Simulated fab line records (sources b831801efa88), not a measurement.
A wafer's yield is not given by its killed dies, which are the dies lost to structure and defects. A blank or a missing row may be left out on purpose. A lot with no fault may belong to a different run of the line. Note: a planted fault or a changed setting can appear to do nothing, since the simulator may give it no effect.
Which of the tools did it?	flow sky130	11 lots with 33 wafers sampled at 4 steps, on a route of 708 steps

## WHAT EACH GAUGE READ, for each wafer
SKY_SD_P_CD_MEAS_07: target cd 380 nm.
lot	measured	on	cdNm (nm)
L324	day 26 02:22	cdSem-02	383.9 383.7 381.8
L326	day 26 19:58	cdSem-02	384.0 385.2 383.8
L327	day 26 21:09	cdSem-01	380.2 380.2 380.8
L328	day 27 14:12	cdSem-01	379.9 379.6 379.6
L330	day 28 00:51	cdSem-02	379.0 378.1 381.1
L331	day 28 22:13	cdSem-02	381.8 382.0 383.3
L339	day 31 03:06	cdSem-02	- - -
L342	day 31 21:52	cdSem-01	382.3 385.2 381.9
L343	day 32 02:27	cdSem-02	386.0 382.9 385.4
L344	day 32 09:37	cdSem-01	379.3 375.9 376.0
L346	day 33 06:15	cdSem-02	376.7 376.8 375.8

SKY_SD_P_TW_MEAS_11.
lot	measured	on	SD_P_TW
L324	day 26 02:44	filmMetro-03	2764 2772 2762
L326	day 26 20:21	filmMetro-01	2807 2813 2797
L327	day 26 21:34	filmMetro-01	2807 2848 2826
L328	day 27 14:37	filmMetro-03	2759 2757 2749
L330	day 28 01:16	filmMetro-01	2807 2815 2805
L331	day 28 22:37	filmMetro-01	2808 2815 2818
L339	day 31 03:31	filmMetro-01	30 30 30
L342	day 31 22:16	filmMetro-03	2784 2772 2787
L343	day 32 02:52	filmMetro-03	2793 2799 2784
L344	day 32 10:01	filmMetro-02	2788 2797 2807
L346	day 33 06:40	filmMetro-01	2799 2789 2789

SKY_RES_XHIGH_TW_MEAS_09.
lot	measured	on	RES_XHIGH_TW
L324	day 27 06:57	filmMetro-02	1636 1623 1616
L326	day 28 00:39	filmMetro-02	1629 1631 1620
L327	day 28 02:19	filmMetro-02	1628 1629 1631
L328	day 28 18:32	filmMetro-02	1620 1622 1627
L330	day 29 05:30	filmMetro-02	1614 1614 1616
L331	day 30 02:48	filmMetro-01	1639 1639 1632
L339	day 32 06:20	filmMetro-01	2878 2878 2885
L342	day 33 00:37	filmMetro-03	1617 1619 1618
L343	day 33 05:23	filmMetro-02	1610 1621 1618
L344	day 33 12:35	filmMetro-02	1626 1627 1627
L346	day 34 09:13	filmMetro-01	1628 1636 1627

## TOOL THAT RAN EACH LOT (tool first, then ch and the chambers of the sampled wafers, then the start)
lot	SKY_SD_P_EXPOSE_04
L324	ilineStepper-02 ch 0, day 25 11:41
L326	ilineStepper-02 ch 0, day 26 06:04
L327	ilineStepper-02 ch 0, day 26 07:28
L328	ilineStepper-01 ch 0, day 27 00:02
L330	ilineStepper-02 ch 0, day 27 11:26
L331	ilineStepper-01 ch 0, day 28 08:20
L339	ilineStepper-01 ch 0, day 30 14:00
L342	ilineStepper-02 ch 0, day 31 09:10
L343	ilineStepper-02 ch 0, day 31 13:39
L344	ilineStepper-01 ch 0, day 31 20:31
L346	ilineStepper-01 ch 0, day 32 17:35
- SKY_SD_P_EXPOSE_04: exposes mask PSDM, target cd 380 nm.

## AS READ BY THE TOOLS THEMSELVES (means over the sampled wafers that have a number; for cases with no such wafer, the mark the record gives instead)
SKY_SD_P_EXPOSE_04.
lot	tool	exposureDoseMJCm2
L324	ilineStepper-02	138.07
L326	ilineStepper-02	137.76
L327	ilineStepper-02	137.66
L328	ilineStepper-01	137.74
L330	ilineStepper-02	137.77
L331	ilineStepper-01	137.99
L339	ilineStepper-01	138.03
L342	ilineStepper-02	137.87
L343	ilineStepper-02	137.67
L344	ilineStepper-01	138.00
L346	ilineStepper-01	137.80

## THE ANSWER, worked out from the rows above alone
Rule: the usual values come from the lots themselves. Put in order of their means at a reading, lots are off if they are a third of the lots or fewer, leave a main group of 4 or more, and stand apart from it by a gap of 3 or more times the standard deviation of the main group's means; of several such gaps the widest counts. A main group whose means are all the same, to the digits that the tables above print for the reading, isn't used. Also off: a lot with no number at a reading for which 4 or more lots have one. Any other lot the step has rows for is counted as sound. The gauges are gone through in route order, then the tools' own readings, and for those a lot's mean is taken as printed above. At the first step where some lot is off, the reading lying furthest off is the one used; lots without a number count as furthest.
Off at SKY_SD_P_CD_MEAS_07 (cdNm): L339. Without a number there: L339. Main group: mean 381.1 nm, sd 2.8.
If a tool, at a process step before that reading, ran all the lots that are off and no sound lot after the first of them, it fits. The gauges at SKY_SD_P_CD_MEAS_07 aren't tried: what is off there is off at SKY_SD_P_TW_MEAS_11 too, on other tools, and a gauge's error can't cause that. No candidate that was tried fits.

## WHAT HAD BEEN PUT IN BY THE SIMULATOR
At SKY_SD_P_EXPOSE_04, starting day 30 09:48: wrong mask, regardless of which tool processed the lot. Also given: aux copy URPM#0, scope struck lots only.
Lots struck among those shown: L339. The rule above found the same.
